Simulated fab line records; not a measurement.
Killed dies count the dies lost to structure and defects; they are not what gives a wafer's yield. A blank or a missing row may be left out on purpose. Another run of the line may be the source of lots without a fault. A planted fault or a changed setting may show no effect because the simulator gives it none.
fab line records | flow gf180mcu
[record] lots = 12 | wafers = 36 | last-day = 34
route steps=602 shown HV_LDD@196 SALICIDE@280
lots with no fault: from the same line, run without faults
start-h: the number of hours between the record's first day and the start of the first shown wafer of the lot | wait-h: how many hours have passed since the lot's step before this one | " the same as in the row above | L1.1+2: one row covering several wafers at once | - no value, or no start given | * or withheld: withheld | < > ~ a bound
route shown NAME@n: a module of which the file shows steps, and the number in the route of the first | usual: mean and standard deviation over wafers with no fault | same: alike in all rows | chamber/n: place in a boat | sites: readings site by site | _std_site: how widely they spread, as a standard deviation | _edge_site: the outer-site mean with the inner-site mean subtracted | radius-mm: for every site, how far away it sits from the centre of the wafer | mask NAME#n: copy n | behind: the tool/chamber that last shaped the wafer | hold: what put the lot on hold/how long, in hours/how the hold closed | device: the transistor (n, p or np) that didn't switch | end of line: at the end of the route, the tests of the same wafers | a step with no rows: only its recipe | killed: the dies lost at the first sort to structure and to defects; this is not the yield of the wafer | map: dies across one wafer; x = killed, . = not, _ = none there
set.NAME: setting as actually run; set.NAME@STEP: the setting as run at that earlier step | model.NAME: the simulator's own value behind a step, which no gauge read
steps of the route over a sample of lots; a table a step, a row a wafer
services: from which hour (start-h, from the record's first day; less than 0 if before it) a tool's chamber was out of use, for how many hours, and why
[[steps]]
[step GF_HV_LDD_OVL_MEAS_20]
[usual] HV_LDD_01_OVL = -0.8/1.6
lot.wafer | tool       | chamber | start-h | wait-h | HV_LDD_01_OVL[nm]
L256.2    | overlay-02 | -       | 240.11  | 0.1    | 0.7
L256.4    | "          | -       | "       | "      | 0.9
L256.6    | "          | -       | "       | "      | 0.2
L258.3    | overlay-01 | -       | 257.21  | 0.1    | -2.9
L258.4    | "          | -       | "       | "      | -0.6
L258.6    | "          | -       | "       | "      | -0.8
L263.1    | overlay-01 | -       | 297.53  | 0.1    | -0.3
L263.2    | "          | -       | "       | "      | -0.2
L263.5    | "          | -       | "       | "      | -0.1
L264.1    | overlay-02 | -       | 307.06  | 0.1    | -4.0
L264.2    | "          | -       | "       | "      | -1.9
L264.4    | "          | -       | "       | "      | -3.2
L266.1    | overlay-02 | -       | 326.01  | 0.1    | -1.2
L266.4    | "          | -       | "       | "      | -3.8
L266.5    | "          | -       | "       | "      | -1.8
L269.1    | overlay-02 | -       | 341.52  | 0.1    | -0.7
L269.5    | "          | -       | "       | "      | 0.4
L269.6    | "          | -       | "       | "      | 1.0
L271.1    | overlay-01 | -       | 359.60  | 0.1    | -2.5
L271.3    | "          | -       | "       | "      | -4.1
L271.5    | "          | -       | "       | "      | -2.4
L272.1    | overlay-02 | -       | 364.70  | 0.1    | -0.6
L272.2    | "          | -       | "       | "      | -0.2
L272.3    | "          | -       | "       | "      | -0.7
L273.3    | overlay-01 | -       | 373.09  | 0.1    | -1.1
L273.5    | "          | -       | "       | "      | -0.3
L273.6    | "          | -       | "       | "      | -1.1
L276.1    | overlay-02 | -       | 397.90  | 0.1    | -0.7
L276.2    | "          | -       | "       | "      | -1.7
L276.5    | "          | -       | "       | "      | -0.6
L277.2    | overlay-01 | -       | 404.33  | 0.1    | 0.2
L277.5    | "          | -       | "       | "      | 1.6
L277.6    | "          | -       | "       | "      | 0.9
L278.1    | overlay-02 | -       | 414.80  | 0.1    | -2.1
L278.3    | "          | -       | "       | "      | -3.4
L278.5    | "          | -       | "       | "      | -3.3
[step GF_HV_LDD_IMPLANT_35]
[recipe] species = P | energy-kev = 60 | dose-cm2 = 7.5e+12 | tilt-deg = 30 | rotation-deg = 180
[usual] beam-on-s = 9.99/0.18 | dose-ions-cm2 = 7.5e+12/7e+09 | end-station-pressure-torr = 5.07e-06/2.7e-07 | faraday-current-uA = 42.3/0.77
lot.wafer | tool         | chamber | start-h | wait-h | beam-on-s | dose-ions-cm2 | end-station-pressure-torr | faraday-current-uA
L256.2    | implanter-01 | 0       | 259.31  | 0.1    | 10.18     | 7.49e+12      | 4.8e-06                   | 41.6
L256.4    | "            | 0       | "       | "      | 10.28     | 7.511e+12     | 4.99e-06                  | 41.3
L256.6    | "            | 0       | "       | "      | 10.17     | 7.498e+12     | 5.06e-06                  | 41.9
L258.3    | implanter-01 | 0       | 277.08  | 0.1    | 10.06     | 7.506e+12     | 5.09e-06                  | 42.2
L258.4    | "            | 0       | "       | "      | 9.86      | 7.515e+12     | 5.01e-06                  | 42.8
L258.6    | "            | 0       | "       | "      | 10.42     | 7.493e+12     | 4.3e-06                   | 40.5
L263.1    | implanter-02 | 0       | 318.58  | 0.1    | 10.01     | 7.504e+12     | 5.13e-06                  | 42.4
L263.2    | "            | 0       | "       | "      | 10.25     | 7.501e+12     | 4.87e-06                  | 41.4
L263.5    | "            | 0       | "       | "      | 9.86      | 7.508e+12     | 5.1e-06                   | 42.8
L264.1    | implanter-03 | 0       | 328.43  | 0.1    | 10.15     | 7.494e+12     | 5.28e-06                  | 41.8
L264.2    | "            | 0       | "       | "      | 9.83      | 7.493e+12     | 5.45e-06                  | 43.1
L264.4    | "            | 0       | "       | "      | 10.05     | 7.498e+12     | 5.28e-06                  | 42.0
L266.1    | implanter-01 | 0       | 346.88  | 0.1    | 10.16     | 2.82e+12      | 5.19e-06                  | 15.6
L266.4    | "            | 0       | "       | "      | 10.07     | 2.807e+12     | 4.85e-06                  | 15.8
L266.5    | "            | 0       | "       | "      | 9.96      | 2.813e+12     | 5.49e-06                  | 15.9
L269.1    | implanter-01 | 0       | 363.91  | 0.1    | 9.82      | 2.833e+12     | 5.33e-06                  | 16.2
L269.5    | "            | 0       | "       | "      | 9.90      | 2.811e+12     | 4.88e-06                  | 16.0
L269.6    | "            | 0       | "       | "      | 9.68      | 2.827e+12     | 4.71e-06                  | 16.4
L271.1    | implanter-03 | 0       | 382.34  | 0.1    | 9.84      | 7.491e+12     | 5.22e-06                  | 42.9
L271.3    | "            | 0       | "       | "      | 9.91      | 7.507e+12     | 4.77e-06                  | 42.5
L271.5    | "            | 0       | "       | "      | 10.02     | 7.508e+12     | 4.73e-06                  | 42.0
L272.1    | implanter-02 | 0       | 387.98  | 0.1    | 10.04     | 7.503e+12     | 5.38e-06                  | 42.2
L272.2    | "            | 0       | "       | "      | 10.05     | 7.501e+12     | 5.11e-06                  | 42.2
L272.3    | "            | 0       | "       | "      | 10.01     | 7.493e+12     | 4.72e-06                  | 42.1
L273.3    | implanter-03 | 0       | 396.98  | 0.1    | 9.83      | 7.504e+12     | 5.14e-06                  | 43.0
L273.5    | "            | 0       | "       | "      | 9.85      | 7.506e+12     | 5.47e-06                  | 42.9
L273.6    | "            | 0       | "       | "      | 9.86      | 7.5e+12       | 4.46e-06                  | 42.9
L276.1    | implanter-01 | 0       | 421.81  | 0.1    | 9.92      | 7.512e+12     | 5.64e-06                  | 42.6
L276.2    | "            | 0       | "       | "      | 9.96      | 7.494e+12     | 4.98e-06                  | 42.5
L276.5    | "            | 0       | "       | "      | 10.12     | 7.483e+12     | 5.09e-06                  | 41.6
L277.2    | implanter-01 | 0       | 428.71  | 0.1    | 9.96      | 7.512e+12     | 5.64e-06                  | 42.6
L277.5    | "            | 0       | "       | "      | 9.82      | 7.505e+12     | 4.85e-06                  | 43.2
L277.6    | "            | 0       | "       | "      | 9.96      | 7.508e+12     | 5.16e-06                  | 42.5
L278.1    | implanter-02 | 0       | 439.94  | 0.1    | 10.12     | 7.507e+12     | 5.12e-06                  | 41.9
L278.3    | "            | 0       | "       | "      | 10.32     | 7.501e+12     | 5.3e-06                   | 40.9
L278.5    | "            | 0       | "       | "      | 9.98      | 7.498e+12     | 5.02e-06                  | 42.5
[step GF_HV_LDD_TW_MEAS_38]
[usual] HV_LDD_3_TW = 1421/13
lot.wafer | tool          | chamber | start-h | wait-h | HV_LDD_3_TW
L256.2    | film-metro-01 | -       | 259.70  | 0.1    | 1441
L256.4    | "             | -       | "       | "      | 1441
L256.6    | "             | -       | "       | "      | 1448
L258.3    | film-metro-03 | -       | 277.45  | 0.1    | 1433
L258.4    | "             | -       | "       | "      | 1430
L258.6    | "             | -       | "       | "      | 1434
L263.1    | film-metro-03 | -       | 318.98  | 0.1    | 1414
L263.2    | "             | -       | "       | "      | 1424
L263.5    | "             | -       | "       | "      | 1425
L264.1    | film-metro-03 | -       | 328.83  | 0.1    | 1421
L264.2    | "             | -       | "       | "      | 1416
L264.4    | "             | -       | "       | "      | 1417
L266.1    | film-metro-04 | -       | 347.28  | 0.1    | 1341
L266.4    | "             | -       | "       | "      | 1335
L266.5    | "             | -       | "       | "      | 1337
L269.1    | film-metro-04 | -       | 364.31  | 0.1    | 1335
L269.5    | "             | -       | "       | "      | 1339
L269.6    | "             | -       | "       | "      | 1333
L271.1    | film-metro-04 | -       | 382.77  | 0.1    | 1403
L271.3    | "             | -       | "       | "      | 1408
L271.5    | "             | -       | "       | "      | 1405
L272.1    | film-metro-03 | -       | 388.38  | 0.1    | 1421
L272.2    | "             | -       | "       | "      | 1419
L272.3    | "             | -       | "       | "      | 1420
L273.3    | film-metro-01 | -       | 397.35  | 0.1    | 1448
L273.5    | "             | -       | "       | "      | 1439
L273.6    | "             | -       | "       | "      | 1438
L276.1    | film-metro-01 | -       | 422.21  | 0.1    | 1440
L276.2    | "             | -       | "       | "      | 1440
L276.5    | "             | -       | "       | "      | 1438
L277.2    | film-metro-04 | -       | 429.09  | 0.1    | 1400
L277.5    | "             | -       | "       | "      | 1402
L277.6    | "             | -       | "       | "      | 1407
L278.1    | film-metro-01 | -       | 440.34  | 0.1    | 1441
L278.3    | "             | -       | "       | "      | 1440
L278.5    | "             | -       | "       | "      | 1431
[step GF_HV_LDD_CD_MEAS_46]
[recipe] target-cd-nm = 400
[usual] cd-nm = 401.3/2.4
lot.wafer | tool      | chamber | start-h | wait-h | cd-nm
L256.2    | cd-sem-01 | -       | 278.96  | 0.1    | 406.5
L256.4    | "         | -       | "       | "      | 404.4
L256.6    | "         | -       | "       | "      | 406.5
L258.3    | cd-sem-01 | -       | 297.02  | 0.1    | 399.5
L258.4    | "         | -       | "       | "      | 400.0
L258.6    | "         | -       | "       | "      | 400.2
L263.1    | cd-sem-01 | -       | 339.69  | 0.1    | 401.2
L263.2    | "         | -       | "       | "      | 403.1
L263.5    | "         | -       | "       | "      | 403.4
L264.1    | cd-sem-01 | -       | 349.88  | 0.1    | 403.5
L264.2    | "         | -       | "       | "      | 403.8
L264.4    | "         | -       | "       | "      | 401.4
L266.1    | cd-sem-02 | -       | 368.75  | 0.1    | 401.5
L266.4    | "         | -       | "       | "      | 405.1
L266.5    | "         | -       | "       | "      | 401.4
L269.1    | cd-sem-01 | -       | 386.29  | 0.1    | 396.7
L269.5    | "         | -       | "       | "      | 398.9
L269.6    | "         | -       | "       | "      | 396.8
L271.1    | cd-sem-02 | -       | 405.59  | 0.1    | 399.3
L271.3    | "         | -       | "       | "      | 402.3
L271.5    | "         | -       | "       | "      | 399.7
L272.1    | cd-sem-01 | -       | 411.45  | 0.1    | 403.9
L272.2    | "         | -       | "       | "      | 402.5
L272.3    | "         | -       | "       | "      | 404.1
L273.3    | cd-sem-01 | -       | 420.93  | 0.1    | 396.6
L273.5    | "         | -       | "       | "      | 398.6
L273.6    | "         | -       | "       | "      | 397.8
L276.1    | cd-sem-01 | -       | 446.28  | 0.1    | 396.2
L276.2    | "         | -       | "       | "      | 399.0
L276.5    | "         | -       | "       | "      | 396.8
L277.2    | cd-sem-01 | -       | 453.06  | 0.1    | 404.4
L277.5    | "         | -       | "       | "      | 402.9
L277.6    | "         | -       | "       | "      | 402.3
L278.1    | cd-sem-02 | -       | 464.44  | 0.1    | 399.6
L278.3    | "         | -       | "       | "      | 399.8
L278.5    | "         | -       | "       | "      | 400.3
[step GF_HV_LDD_RS_MEAS_53]
[recipe] thk-meas-gauge = four-point-probe
[usual] HV_LDD_RS = 419.1/1.1
lot.wafer | tool          | chamber | start-h | wait-h | HV_LDD_RS[ohm/sq]
L256.2    | film-metro-03 | -       | 279.54  | 0.1    | 418.5
L256.4    | "             | -       | "       | "      | 419.2
L256.6    | "             | -       | "       | "      | 419.9
L258.3    | film-metro-03 | -       | 297.60  | 0.1    | 419.4
L258.4    | "             | -       | "       | "      | 420.3
L258.6    | "             | -       | "       | "      | 420.5
L263.1    | film-metro-03 | -       | 340.30  | 0.1    | 420.0
L263.2    | "             | -       | "       | "      | 419.9
L263.5    | "             | -       | "       | "      | 420.5
L264.1    | film-metro-03 | -       | 350.46  | 0.1    | 419.9
L264.2    | "             | -       | "       | "      | 419.6
L264.4    | "             | -       | "       | "      | 419.3
L266.1    | film-metro-04 | -       | 369.40  | 0.1    | 431.3
L266.4    | "             | -       | "       | "      | 430.6
L266.5    | "             | -       | "       | "      | 431.9
L269.1    | film-metro-03 | -       | 386.87  | 0.1    | 431.7
L269.5    | "             | -       | "       | "      | 431.6
L269.6    | "             | -       | "       | "      | 430.5
L271.1    | film-metro-03 | -       | 406.17  | 0.1    | 420.5
L271.3    | "             | -       | "       | "      | 420.9
L271.5    | "             | -       | "       | "      | 419.9
L272.1    | film-metro-01 | -       | 412.04  | 0.1    | 419.9
L272.2    | "             | -       | "       | "      | 419.9
L272.3    | "             | -       | "       | "      | 418.0
L273.3    | film-metro-03 | -       | 421.51  | 0.1    | 419.7
L273.5    | "             | -       | "       | "      | 419.0
L273.6    | "             | -       | "       | "      | 420.0
L276.1    | film-metro-03 | -       | 446.86  | 0.1    | 420.4
L276.2    | "             | -       | "       | "      | 421.3
L276.5    | "             | -       | "       | "      | 420.2
L277.2    | film-metro-04 | -       | 453.64  | 0.1    | 417.3
L277.5    | "             | -       | "       | "      | 419.3
L277.6    | "             | -       | "       | "      | 419.4
L278.1    | film-metro-01 | -       | 465.02  | 0.1    | 419.0
L278.3    | "             | -       | "       | "      | 418.1
L278.5    | "             | -       | "       | "      | 418.4
[step GF_SALICIDE_SPUTTER_02]
[recipe] material = Co | target-thk-nm = 10 | power-w = 1000 | time-s = 20 | chamber-pressure-pa = 0.4
[usual] throttle-valve-pct = 30.1/0.88
lot.wafer | tool           | chamber | start-h | wait-h | throttle-valve-pct
L256.2    | pvd-sputter-04 | -       | 344.08  | 0.0    | 29.9
L256.4    | "              | -       | "       | "      | 30.9
L256.6    | "              | -       | "       | "      | 30.2
L258.3    | pvd-sputter-04 | -       | 363.22  | 0.0    | 30.8
L258.4    | "              | -       | "       | "      | 30.3
L258.6    | "              | -       | "       | "      | 30.9
L263.1    | pvd-sputter-04 | -       | 411.59  | 0.0    | 30.8
L263.2    | "              | -       | "       | "      | 30.3
L263.5    | "              | -       | "       | "      | 30.6
L264.1    | pvd-sputter-02 | -       | 422.61  | 0.0    | 29.7
L264.2    | "              | -       | "       | "      | 31.1
L264.4    | "              | -       | "       | "      | 29.2
L266.1    | pvd-sputter-03 | -       | 443.53  | 0.0    | 31.4
L266.4    | "              | -       | "       | "      | 29.7
L266.5    | "              | -       | "       | "      | 31.5
L269.1    | pvd-sputter-02 | -       | 463.52  | 0.0    | 28.6
L269.5    | "              | -       | "       | "      | 31.2
L269.6    | "              | -       | "       | "      | 29.8
L271.1    | pvd-sputter-03 | -       | 482.40  | 0.0    | 29.9
L271.3    | "              | -       | "       | "      | 31.6
L271.5    | "              | -       | "       | "      | 29.0
L272.1    | pvd-sputter-04 | -       | 489.58  | 0.0    | 30.3
L272.2    | "              | -       | "       | "      | 29.7
L272.3    | "              | -       | "       | "      | 30.8
L273.3    | pvd-sputter-03 | -       | 497.27  | 0.0    | 31.7
L273.5    | "              | -       | "       | "      | 28.4
L273.6    | "              | -       | "       | "      | 31.7
L276.1    | pvd-sputter-03 | -       | 522.03  | 0.0    | 31.5
L276.2    | "              | -       | "       | "      | 28.6
L276.5    | "              | -       | "       | "      | 31.5
L277.2    | pvd-sputter-04 | -       | 529.12  | 0.0    | 30.2
L277.5    | "              | -       | "       | "      | 29.9
L277.6    | "              | -       | "       | "      | 29.8
L278.1    | pvd-sputter-02 | -       | 540.43  | 0.0    | 29.0
L278.3    | "              | -       | "       | "      | 29.7
L278.5    | "              | -       | "       | "      | 31.1
[[services]]
tool           | chamber | start-h | hours | kind
pvd-sputter-02 | -       | 253.59  | 1.1   | repair
pvd-sputter-02 | -       | 261.65  | 10.1  | repair
implanter-03   | -       | 262.94  | 2.5   | repair
implanter-02   | -       | 267.27  | 3.3   | pm
implanter-01   | -       | 267.51  | 4.1   | repair
implanter-02   | -       | 286.32  | 2.4   | repair
pvd-sputter-02 | -       | 291.91  | 4.3   | repair
pvd-sputter-03 | -       | 297.11  | 1.2   | repair
implanter-01   | -       | 299.85  | 2.2   | repair
pvd-sputter-03 | 2       | 319.87  | -     | consumable-replace:kit
pvd-sputter-03 | 2       | 319.87  | 18.0  | scheduled-down
pvd-sputter-03 | 2       | 319.87  | 18.0  | vent-cycle
implanter-01   | -       | 359.46  | 0.6   | repair
pvd-sputter-02 | -       | 360.47  | 9.5   | repair
implanter-01   | -       | 385.20  | 2.6   | repair
pvd-sputter-03 | -       | 392.85  | 3.2   | repair
pvd-sputter-04 | 3       | 428.62  | -     | consumable-replace:kit
pvd-sputter-04 | 3       | 428.62  | 18.0  | scheduled-down
pvd-sputter-04 | 3       | 428.62  | 18.0  | vent-cycle
pvd-sputter-02 | -       | 430.22  | 10.0  | repair
pvd-sputter-04 | -       | 439.95  | 5.2   | repair
implanter-01   | -       | 491.72  | 3.5   | repair
implanter-01   | -       | 511.19  | 5.8   | repair
implanter-03   | -       | 530.04  | 1.6   | repair
[[key]]
[first-sign] step = GF_HV_LDD_IMPLANT_35 | reading = dose-ions-cm2 | direction = down | sigmas = 99+ | usual = 7.5e+12 | struck = 2.818e+12
[effect] step = GF_HV_LDD_IMPLANT_35 | reading = faraday-current-uA | direction = down | sigmas = 34 | usual = 42.3 | struck = 16.0
[effect] step = GF_HV_LDD_TW_MEAS_38 | reading = HV_LDD_3_TW | direction = down | sigmas = 6.4 | usual = 1421 | struck = 1337
[effect] step = GF_HV_LDD_RS_MEAS_53 | reading = HV_LDD_RS | direction = up | sigmas = 12 | usual = 419.1 | struck = 431.3
met-at GF_HV_LDD_IMPLANT_35
struck-lots L266,L269
tester-left-out L266,L269
not-acting-at GF_HV_LDD_OVL_MEAS_20,GF_HV_LDD_CD_MEAS_46,GF_SALICIDE_SPUTTER_02
onset-between 277.08 346.88
[fault] kind = process-parameter-drift | tool = implanter-01 | chamber = - | onset-h = 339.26 | steps = GF_HV_LDD_IMPLANT_35 | channel = dose-cm2 | offset = -4.6801e+12 | shape = step | end-h = 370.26 | acts-in = these-recipes-only | stated = 7.5e+12
// tester-left-out: of these lots the tester's yield and bins aren't shown, on N5 and GAA mostly nor the transistor test; their killed dies are dies lost to structure and defects alone, not to doping, threshold or leakage, so they don't give the yield
